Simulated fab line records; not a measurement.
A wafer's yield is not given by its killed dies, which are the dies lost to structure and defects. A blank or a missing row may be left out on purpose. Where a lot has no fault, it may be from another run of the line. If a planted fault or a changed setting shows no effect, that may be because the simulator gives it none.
The tool behind it: which one? :: flow sky130 :: 13 lots, 39 wafers sampled, at 1 step of a route of 708

== WHAT THE GAUGES SHOWED, per wafer ==
SKY_LOCAL_INTERCONNECT_CD_MEAS_11: target cd 170 nm.
lot: L210
measured: day 30 12:09
on: cdSem-01
cdNm (nm): 169.9 169.5 170.1

lot: L211
measured: day 30 12:45
on: cdSem-01
cdNm (nm): 170.6 170.1 169.2

lot: L214
measured: day 31 14:14
on: cdSem-02
cdNm (nm): 168.8 168.5 168.3

lot: L218
measured: day 33 03:24
on: cdSem-01
cdNm (nm): 170.2 169.6 170.9

lot: L220
measured: day 33 18:38
on: cdSem-01
cdNm (nm): 169.7 170.3 169.2

lot: L222
measured: day 34 21:53
on: cdSem-01
cdNm (nm): 171.8 172.8 170.5

lot: L221
measured: day 35 00:38
on: cdSem-02
cdNm (nm): 169.6 168.6 169.4

lot: L224
measured: day 35 18:46
on: cdSem-01
cdNm (nm): 171.5 172.2 172.5

lot: L226
measured: day 36 06:06
on: cdSem-02
cdNm (nm): 169.0 170.9 169.3

lot: L230
measured: day 36 20:58
on: cdSem-02
cdNm (nm): 171.9 170.6 169.8

lot: L231
measured: day 37 00:28
on: cdSem-01
cdNm (nm): 170.4 171.7 169.1

lot: L232
measured: day 37 10:39
on: cdSem-01
cdNm (nm): 171.8 171.8 172.7

lot: L233
measured: day 37 18:17
on: cdSem-01
cdNm (nm): 171.4 169.9 169.4

== WHAT TOOL EACH LOT RAN ON (gives the tool, then ch and the chambers of the sampled wafers, and finally the start) ==
The record holds no process step before these readings.

== WHAT THE TOOLS THEMSELVES READ (means of the sampled wafers that have a number; where no wafer has one, the mark that the record gives instead) ==
The record holds no such reading with a usual standard deviation.

== THE ANSWER, worked out from the rows above alone ==
Rule: what is usual is taken from the lots themselves. Put in order of their means at a reading, lots are off if they are a third of the lots or fewer, leave a main group of 4 or more, and stand apart from it by a gap of 3 or more times the standard deviation of the main group's means; of several such gaps the widest counts. A main group is skipped when, at the precision printed for the reading in the tables above, its means are all equal. A lot without any number at a reading at which 4 lots or more have one is off too. Any other lot the step has rows for is counted as sound. First the gauges in route order, then the tools' own readings, where a lot's mean is used as printed above. At the first step where some lot is off, the reading lying furthest off is the one used; lots without a number count as furthest.
None of the lots is off at any reading shown; this tells nothing.

== WHAT HAD BEEN PUT IN BY THE SIMULATOR ==
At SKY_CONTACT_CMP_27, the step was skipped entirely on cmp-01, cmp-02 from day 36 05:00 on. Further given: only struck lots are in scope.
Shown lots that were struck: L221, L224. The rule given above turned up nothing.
